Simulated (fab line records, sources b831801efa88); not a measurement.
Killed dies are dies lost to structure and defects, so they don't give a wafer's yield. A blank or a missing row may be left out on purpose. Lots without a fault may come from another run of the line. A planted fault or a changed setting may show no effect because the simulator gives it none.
Which tool did it? | flow sky130 | 24 lots, 72 wafers sampled, at 4 steps of a route of 708

WHAT THE GAUGES READ, wafer by wafer
SKY_FIELD_ISO_THK_MEAS_02. Usual: FIELD_ISO_OXIDATION_00_THK 11.93 nm, standard deviation 0.25.
lot  | measured    | on            | FIELD_ISO_OXIDATION_00_THK (nm) | flag
L074 | day 1 12:56 | film_metro-03 | 12.10 12.16 12.12               |
L075 | day 1 16:39 | film_metro-04 | 11.57 11.66 11.78               |
L076 | day 1 23:27 | film_metro-02 | 11.79 11.63 11.61               |
L077 | day 2 03:35 | film_metro-04 | 11.82 11.71 11.72               |
L078 | day 2 08:49 | film_metro-03 | 12.02 11.76 11.93               |
L079 | day 2 13:15 | film_metro-02 | 12.09 12.10 12.49               |
L080 | day 2 18:55 | film_metro-03 | 12.13 12.18 12.13               |
L081 | day 2 23:19 | film_metro-03 | 12.04 12.12 11.87               |
L082 | day 3 03:41 | film_metro-03 | 11.81 11.63 11.77               |
L083 | day 3 08:38 | film_metro-03 | 11.80 11.65 11.87               |
L084 | day 3 14:19 | film_metro-04 | 11.81 11.93 12.06               |
L085 | day 3 18:38 | film_metro-03 | 11.77 11.61 11.48               |
L086 | day 4 00:34 | film_metro-02 | 12.18 12.14 12.21               |
L087 | day 4 06:21 | film_metro-02 | 11.65 11.74 11.48               |
L088 | day 4 09:39 | film_metro-03 | 12.44 12.29 12.37               |
L089 | day 4 14:38 | film_metro-02 | 12.29 12.13 12.19               |
L090 | day 4 19:39 | film_metro-04 | 11.30 11.27 11.15               |
L091 | day 5 01:08 | film_metro-03 | 11.72 11.88 11.69               |
L092 | day 5 05:43 | film_metro-03 | 12.17 12.01 11.97               |
L093 | day 5 11:17 | film_metro-02 | 12.12 12.11 11.88               |
L094 | day 5 17:53 | film_metro-02 | 12.11 12.04 11.83               |
L095 | day 5 21:57 | film_metro-02 | 12.06 12.11 12.26               |
L096 | day 6 03:41 | film_metro-02 | 11.71 11.87 11.96               |
L097 | day 6 07:49 | film_metro-03 | 12.00 12.00 11.98               |

SKY_METAL1_CD_MEAS_15: target cd 140 nm. Usual: cd_nm 139.5 nm, standard deviation 1.6.
lot  | measured     | on        | cd_nm (nm)        | flag
L074 | day 32 13:46 | cd_sem-02 | 139.3 140.0 139.3 |
L075 | day 32 18:07 | cd_sem-02 | 138.7 138.1 138.7 |
L076 | day 33 07:50 | cd_sem-02 | 139.8 138.4 137.0 |
L077 | day 33 14:56 | cd_sem-02 | 140.7 140.3 140.4 |
L078 | day 34 08:40 | cd_sem-01 | 137.6 139.4 137.4 |
L079 | day 34 21:46 | cd_sem-02 | 138.3 138.5 138.5 |
L080 | day 35 00:44 | cd_sem-01 | 139.2 138.9 139.5 |
L081 | day 35 10:56 | cd_sem-01 | 137.6 140.3 138.0 |
L082 | day 35 09:45 | cd_sem-02 | 139.4 139.4 138.2 |
L083 | day 35 21:53 | cd_sem-02 | 138.9 139.2 138.8 |
L084 | day 35 20:13 | cd_sem-02 | 140.3 143.2 142.5 |
L085 | day 36 05:08 | cd_sem-02 | 137.5 136.8 138.0 |
L086 | day 36 13:14 | cd_sem-02 | 141.5 141.0 139.4 |
L087 | day 37 15:43 | cd_sem-01 | 136.9 138.7 138.4 |
L088 | day 37 15:28 | cd_sem-02 | 144.2 143.4 142.6 |
L089 | day 37 23:34 | cd_sem-01 | 142.1 142.9 142.4 |
L090 | day 38 04:28 | cd_sem-02 | 139.7 138.5 138.3 |
L091 | day 38 04:52 | cd_sem-01 | 140.3 140.7 139.8 |
L092 | day 38 12:59 | cd_sem-02 | 138.7 139.3 138.6 |
L093 | day 38 14:38 | cd_sem-02 | 136.6 137.4 136.8 |
L094 | day 39 00:10 | cd_sem-02 | 141.3 140.3 140.1 |
L095 | day 39 05:56 | cd_sem-01 | 137.7 140.5 138.2 |
L096 | day 39 23:34 | cd_sem-01 | 139.2 139.4 137.5 |
L097 | day 40 01:58 | cd_sem-02 | 139.0 140.3 141.3 |

SKY_VIA3_CD_MEAS_12: target cd 200 nm. Usual: cd_nm 200.2 nm, standard deviation 1.4.
lot  | measured     | on        | cd_nm (nm)        | flag
L074 | day 39 10:34 | cd_sem-02 | 202.7 202.1 202.9 |
L075 | day 39 14:37 | cd_sem-01 | 199.9 199.9 199.1 |
L076 | day 40 02:23 | cd_sem-01 | 202.0 202.0 201.7 |
L077 | day 40 11:11 | cd_sem-01 | 199.8 199.6 200.5 |
L078 | day 41 02:31 | cd_sem-01 | 199.9 199.8 200.3 |
L079 | day 41 17:16 | cd_sem-01 | 198.9 199.4 199.3 |
L080 | day 41 17:38 | cd_sem-01 | 201.8 200.7 201.1 |
L081 | day 42 02:58 | cd_sem-01 | 201.3 201.3 202.0 |
L082 | day 42 02:04 | cd_sem-01 | 200.7 199.7 199.8 |
L083 | day 42 10:59 | cd_sem-01 | 198.2 198.1 199.4 |
L084 | day 42 09:43 | cd_sem-02 | 201.0 202.9 200.5 |
L085 | day 42 18:02 | cd_sem-02 | 200.0 199.3 198.9 |
L086 | day 43 02:26 | cd_sem-02 | 198.0 198.9 197.4 |
L087 | day 44 00:28 | cd_sem-02 | 199.9 201.9 200.7 |
L088 | day 44 01:10 | cd_sem-01 | 201.6 201.4 201.4 |
L089 | day 44 08:49 | cd_sem-01 | 199.2 200.6 200.4 |
L090 | day 44 12:40 | cd_sem-01 | 197.3 199.0 197.5 |
L091 | day 44 13:13 | cd_sem-01 | 198.0 197.8 199.2 |
L092 | day 44 20:59 | cd_sem-01 | 200.3 201.4 201.1 |
L093 | day 44 22:53 | cd_sem-02 | 200.0 199.3 200.0 |
L094 | day 45 07:35 | cd_sem-02 | 199.2 199.3 198.8 |
L095 | day 45 08:47 | cd_sem-01 | 199.0 200.4 200.7 |
L096 | day 46 01:13 | cd_sem-02 | 200.8 201.0 200.8 |
L097 | day 46 05:40 | cd_sem-02 | 198.1 198.4 200.0 |

WHICH TOOL RAN EACH LOT (tool, then ch and the chambers of the sampled wafers, then the start)
lot  | SKY_METAL2_SPUTTER_04
L074 | pvd_sputter-02, day 33 19:44
L075 | pvd_sputter-04, day 33 23:40
L076 | pvd_sputter-02, day 34 12:47
L077 | pvd_sputter-02, day 34 20:29
L078 | pvd_sputter-02, day 35 14:17
L079 | pvd_sputter-02, day 36 03:47
L080 | pvd_sputter-04, day 36 05:37
L081 | pvd_sputter-04, day 36 16:10
L082 | pvd_sputter-03, day 36 15:07
L083 | pvd_sputter-04, day 37 02:34
L084 | pvd_sputter-03, day 37 01:11
L085 | pvd_sputter-04, day 37 09:31
L086 | pvd_sputter-02, day 37 18:19
L087 | pvd_sputter-03, day 38 20:44
L088 | pvd_sputter-04, day 38 20:27
L089 | pvd_sputter-03, day 39 03:33
L090 | pvd_sputter-02, day 39 09:16
L091 | pvd_sputter-03, day 39 09:34
L092 | pvd_sputter-02, day 39 17:42
L093 | pvd_sputter-02, day 39 19:25
L094 | pvd_sputter-04, day 40 04:41
L095 | pvd_sputter-02, day 40 09:39
L096 | pvd_sputter-02, day 41 03:24
L097 | pvd_sputter-02, day 41 06:52
- SKY_METAL2_SPUTTER_04: material TiN, target thk 70 nm, time 58.3 s.

WHAT THE TOOLS THEMSELVES READ (means of the sampled wafers that have a number; where no wafer has one, the mark that the record gives instead)
SKY_METAL2_SPUTTER_04. Usual: throttle_valve_pct 30.0 %, standard deviation 0.73.
lot  | tool           | throttle_valve_pct (%) | flag
L074 | pvd_sputter-02 | 30.8                   |
L075 | pvd_sputter-04 | 29.9                   |
L076 | pvd_sputter-02 | 29.7                   |
L077 | pvd_sputter-02 | 30.3                   |
L078 | pvd_sputter-02 | 29.7                   |
L079 | pvd_sputter-02 | 30.2                   |
L080 | pvd_sputter-04 | 30.2                   |
L081 | pvd_sputter-04 | 30.3                   |
L082 | pvd_sputter-03 | 30.3                   |
L083 | pvd_sputter-04 | 29.7                   |
L084 | pvd_sputter-03 | 30.1                   |
L085 | pvd_sputter-04 | 30.0                   |
L086 | pvd_sputter-02 | 30.3                   |
L087 | pvd_sputter-03 | 29.6                   |
L088 | pvd_sputter-04 | 30.2                   |
L089 | pvd_sputter-03 | 30.3                   |
L090 | pvd_sputter-02 | 30.8                   |
L091 | pvd_sputter-03 | 29.4                   |
L092 | pvd_sputter-02 | 30.2                   |
L093 | pvd_sputter-02 | 30.1                   |
L094 | pvd_sputter-04 | 29.7                   |
L095 | pvd_sputter-02 | 30.4                   |
L096 | pvd_sputter-02 | 30.1                   |
L097 | pvd_sputter-02 | 30.3                   |

THE ANSWER, worked out from the rows above alone
Rule: a lot is off if the mean of its wafers that have a number lies more than 3 standard deviations from the usual mean. A lot without any number at a reading at which 4 lots or more have one is off too. The other lots that the step has rows for count as sound. The gauges are gone through in route order, then the tools' own readings, and for those a lot's mean is taken as printed above. The first step at which some lot is off is used, and at that step the reading that is off furthest; a lot without a number counts as furthest.
No lot is off at any reading shown: from this, nothing can be told.

WHAT THE SIMULATOR HAD PUT IN
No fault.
